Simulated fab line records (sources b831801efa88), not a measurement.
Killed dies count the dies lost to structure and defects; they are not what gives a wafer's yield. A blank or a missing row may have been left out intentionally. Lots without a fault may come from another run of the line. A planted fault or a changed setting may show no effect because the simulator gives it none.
Problem report, 8D (eight disciplines) form, completed by code || flow sky130 || the parts of the form that need people (team, actions taken, sign-off) are left out

1. THE ISSUE
Wafers without a fault read 109.99 C, standard deviation 0.15; plateTempC at SKY_NWELL_SOFTBAKE_06 reads a mean of 116.48 C on 9 wafers belonging to 3 lots. Measured from the usual mean, that is +43 standard deviations.
The first sign was on wafer L643.2 at day 7 20:41, on lithoTrack-01. The record has a number at this step for 36 wafers belonging to 12 lots. By rule, "out" or "out of limits" means more than 4 standard deviations away from the usual mean. The other wafers with a number count as sound.

2. WHAT IT IS, WHAT IT ISN'T
{"question": "which readings at this step", "is": "plateTempC, heaterPowerTotalW", "is not": "-"}
{"question": "which lots", "is": "L643, L645, L647", "is not": "L631, L632, L633, L635, L637, L638, L640, L642, L652"}
{"question": "which wafers of those lots", "is": "all that have a number", "is not": "-"}
{"question": "read on which tools", "is": "lithoTrack-01", "is not": "lithoTrack-02, lithoTrack-03"}
{"question": "when", "is": "from day 7 20:41", "is not": "up to then (24 sound wafers); but 3 sound wafers of L652 came after"}

3. THE SUSPECTS, EACH WITH WHAT RULES IT OUT
Counting: a tool stays on the suspect list if, at a process step up to the reading, it processed all lots that are out and no sound lot following the first of them.
- lithoTrack-01 at SKY_NWELL_SOFTBAKE_06: kept. Every lot that is out went through it, starting with L643 (day 7 20:41), and after that it ran no sound lot; the last sound lot it ran before then is L642 (day 7 19:05). On those wafers its own readings are out: heaterPowerTotalW, plateTempC.
After counting, what remains is lithoTrack-01 at SKY_NWELL_SOFTBAKE_06.

4. THE CAUSE (what the simulator had put in)
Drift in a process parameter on lithoTrack-01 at SKY_NWELL_SOFTBAKE_06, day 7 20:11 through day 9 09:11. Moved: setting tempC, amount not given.
The count eliminated every tool but this one.

5. THE EFFECT CHAIN, in route order
Rows list readings where the struck wafers' mean (over those with a number) sits beyond 3 standard deviations from the usual. Readings are gone through only where the record gives a usual standard deviation; hours: the median, over the lots, of the time from a lot's start at the first step in this table giving one to that lot's start at this step; sigmas: the change measured in usual standard deviations.
{"hours": 0, "step": "SKY_NWELL_SOFTBAKE_06", "reading": "heaterPowerTotalW", "usual": "65.30 W", "on struck wafers": 70.56, "change": "+5.26", "sigmas": "+38"}
{"hours": 0, "step": "SKY_NWELL_SOFTBAKE_06", "reading": "plateTempC", "usual": "109.99 C", "on struck wafers": 116.48, "change": "+6.49", "sigmas": "+43"}
{"hours": 11, "step": "SKY_NWELL_STRIP_14", "reading": "stripTimeToEndpointS", "usual": "36.94 s", "on struck wafers": 36.32, "change": -0.62, "sigmas": -6.2}
It contains these process steps:
- SKY_NWELL_SOFTBAKE_06
- SKY_NWELL_STRIP_14: strips in O2/N2.
Later measuring or inspecting steps at which every struck wafer that the step has a row for has a number for every such reading, and none has moved that far: SKY_VIA1_THK_MEAS_23.

6. WHAT WOULD HAVE CAUGHT IT SOONER
First out-of-limits reading in this record: day 7 20:41, which is 0 hours after fault onset at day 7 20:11.
